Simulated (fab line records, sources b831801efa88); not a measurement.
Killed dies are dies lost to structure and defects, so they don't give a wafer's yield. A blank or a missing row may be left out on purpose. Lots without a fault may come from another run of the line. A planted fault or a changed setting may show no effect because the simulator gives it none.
Chamber matching | flow sky130 | SKY_VIA3_HDPCVD_00 on hdpcvd-01: 3 sister chambers
The step deposits SiO2, target thk 1635 nm, time 272.5 s. 6 wafers are shown with their chamber, then 7 later ones without.

WAFERS WITH THEIR CHAMBER
wafer  | chamber | run_length_s (s) | sih4_flow_sccm (sccm)
L591.3 | 1       | 299.5            | 60.07
L592.2 | 0       | 299.2            | 60.08
L592.5 | 2       | 299.7            | 59.94
L592.6 | 0       | 299.3            | 59.90
L593.2 | 1       | 300.6            | 60.33
L593.3 | 2       | 299.9            | 59.83

WAFERS WITHOUT THEIR CHAMBER
wafer  | run_length_s (s) | sih4_flow_sccm (sccm)
L593.5 | 299.5            | 59.69
L598.1 | 299.1            | 59.87
L598.2 | 299.6            | 59.89
L598.3 | 299.9            | 60.08
L599.3 | 299.4            | 60.19
L599.5 | 299.1            | 60.13
L599.6 | 299.4            | 59.87

WHICH CHAMBER EACH WENT THROUGH
wafer  | from the rows above          | in truth
L593.5 | can't be placed: 2 or 0      | 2
L598.1 | can't be placed: 0 or 2      | 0
L598.2 | can't be placed: 2 or 0      | 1
L598.3 | can't be placed: 1 or 2 or 0 | 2
L599.3 | can't be placed: 1 or 0 or 2 | 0
L599.5 | can't be placed: 0 or 1 or 2 | 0
L599.6 | can't be placed: 2 or 0 or 1 | 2
Placed correctly: 0 of 7. Can't be placed from these rows: 7 (the true chamber is among the candidates in 6). Placed wrongly: 0.
How it was worked out, from the rows above alone: a wafer's distance from a chamber is the root of the sum, over the readings, of the square of ((its reading less the chamber's mean) divided by the reading's scatter). The wafer belongs to the nearest chamber; if the next one is less than 2 further off, it can't be placed. A chamber's mean is the mean of its shown wafers. The scatter: the root of (the sum of the squares of (reading less its chamber's mean) over the shown wafers, divided by (wafers less chambers)).
